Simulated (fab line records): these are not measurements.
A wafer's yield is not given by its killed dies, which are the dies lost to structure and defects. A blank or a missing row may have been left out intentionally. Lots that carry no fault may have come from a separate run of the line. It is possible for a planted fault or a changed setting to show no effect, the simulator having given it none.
Which tool is to blame? || flow sfqLine || Sampling: 7 lots, 21 wafers, 2 of 325 route steps

## WHAT EACH GAUGE READ, for each wafer
SFQ_I7_OVL_MEAS_947.
{"lot": "L816", "measured": "day 78 18:34", "on": "overlay-02", "I7_OVL (nm)": "1 7 -2"}
{"lot": "L820", "measured": "day 79 04:09", "on": "overlay-02", "I7_OVL (nm)": "-8 -8 -9"}
{"lot": "L822", "measured": "day 82 12:23", "on": "overlay-02", "I7_OVL (nm)": "-5 1 -5"}
{"lot": "L825", "measured": "day 85 02:28", "on": "overlay-02", "I7_OVL (nm)": "2 -2 -3"}
{"lot": "L828", "measured": "day 86 00:23", "on": "overlay-02", "I7_OVL (nm)": "2 -2 -2"}
{"lot": "L834", "measured": "day 90 09:09", "on": "overlay-02", "I7_OVL (nm)": "- - -"}
{"lot": "L836", "measured": "day 90 13:56", "on": "overlay-02", "I7_OVL (nm)": "- - -"}

## WHAT TOOL EACH LOT RAN ON (gives the tool, then ch and the chambers of the sampled wafers, and finally the start)
{"lot": "L816", "SFQ_TRILAYER_M7_LITHO_DEVELOP_179": "lithoTrack-04 ch 0, day 77 13:28"}
{"lot": "L820", "SFQ_TRILAYER_M7_LITHO_DEVELOP_179": "lithoTrack-01 ch 0, day 78 01:30"}
{"lot": "L822", "SFQ_TRILAYER_M7_LITHO_DEVELOP_179": "lithoTrack-02 ch 0, day 78 11:02"}
{"lot": "L825", "SFQ_TRILAYER_M7_LITHO_DEVELOP_179": "lithoTrack-02 ch 0, day 80 14:01"}
{"lot": "L828", "SFQ_TRILAYER_M7_LITHO_DEVELOP_179": "lithoTrack-04 ch 0, day 85 13:02"}
{"lot": "L834", "SFQ_TRILAYER_M7_LITHO_DEVELOP_179": "lithoTrack-01, day 86 06:28"}
{"lot": "L836", "SFQ_TRILAYER_M7_LITHO_DEVELOP_179": "lithoTrack-01, day 86 09:44"}
- SFQ_TRILAYER_M7_LITHO_DEVELOP_179: time 60 s.

## THE ANSWER, worked out from the rows above alone
Rule: the lots themselves supply what counts as usual. The widest of any qualifying gaps counts: lots, ordered by their means at a reading, are off when they make up no more than a third of the lots, leave a main group of 4 or more, and stand apart from it by 3 or more times the standard deviation of that group's means. The tables above print the reading to a certain number of digits; a main group whose means all agree to those digits is not used. Also off: a lot with no number at a reading for which 4 or more lots have one. Where the step has rows for the other lots, those lots are counted as sound.
Off: L834, L836, at SFQ_I7_OVL_MEAS_947 (I7_OVL). Without a number there: L834, L836. Main group: mean -2 nm, sd 3.5.
If a tool, at a process step before that reading, ran all the lots that are off and no sound lot after the first of them, it fits. Gauges at SFQ_I7_OVL_MEAS_947: tried the same way as those tools. Can't be told from this: 2 tools fit, lithoTrack-01 at SFQ_TRILAYER_M7_LITHO_DEVELOP_179, overlay-02 at SFQ_I7_OVL_MEAS_947.

## WHAT THE SIMULATOR HAD PUT IN
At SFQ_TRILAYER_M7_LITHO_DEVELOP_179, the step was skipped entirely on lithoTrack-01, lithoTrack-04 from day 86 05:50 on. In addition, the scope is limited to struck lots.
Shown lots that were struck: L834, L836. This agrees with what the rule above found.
